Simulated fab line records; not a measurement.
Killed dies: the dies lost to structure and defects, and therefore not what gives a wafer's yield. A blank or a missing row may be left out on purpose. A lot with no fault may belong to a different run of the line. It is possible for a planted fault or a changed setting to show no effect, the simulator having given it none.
Chamber matching	flow sky130	cmp-02 running SKY_CONTACT_CMP_27: 4 sister chambers
The step polishes, stops on SiO2, t overpolish 15 s, target thk 0 nm. 8 wafers are shown with their chamber, then 7 later ones without.

== WAFERS, EACH WITH ITS CHAMBER ==
wafer	chamber	edge-zone-pressure-frac	motor-current-A (A)
L716.6	0	0.999	10.5
L720.4	3	0.995	10.7
L720.6	3	0.998	10.6
L723.1	2	0.994	10.9
L723.4	1	1.008	10.2
L723.6	1	1.007	11.2
L722.1	2	1.001	11.1
L722.2	0	0.987	11.5

== WAFERS WHOSE CHAMBER IS MISSING ==
wafer	edge-zone-pressure-frac	motor-current-A (A)
L722.5	1.001	10.8
L724.3	0.997	10.2
L724.4	0.994	10.6
L724.6	0.996	9.9
L733.1	1.001	11.0
L733.5	1.005	11.0
L733.6	1.007	10.3

== WHICH CHAMBER EACH ONE RAN IN ==
wafer	from the rows above	in truth
L722.5	can't be placed: 2 or 3 or 1 or 0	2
L724.3	can't be placed: 3 or 2 or 0 or 1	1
L724.4	can't be placed: 3 or 0 or 2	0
L724.6	can't be placed: 3 or 2 or 0 or 1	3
L733.1	can't be placed: 2 or 3 or 1 or 0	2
L733.5	can't be placed: 1 or 2 or 3 or 0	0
L733.6	can't be placed: 1 or 3 or 2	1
Correctly placed: 0 of 7. Not placeable from these rows: 7 (in 7, the candidates include the true chamber). 0 placed wrongly.
How it was worked out, from the rows above alone: a wafer's distance from a chamber is the root of the sum, over the readings, of the square of ((its reading less the chamber's mean) divided by the reading's scatter). The wafer belongs to the nearest chamber; if the next one is less than 2 further off, it can't be placed. The mean given for a chamber averages the wafers shown for that chamber. How the scatter is found: for the shown wafers, subtract from each reading the mean of its chamber, square and add these, divide the total by (wafers less chambers), then take the root.
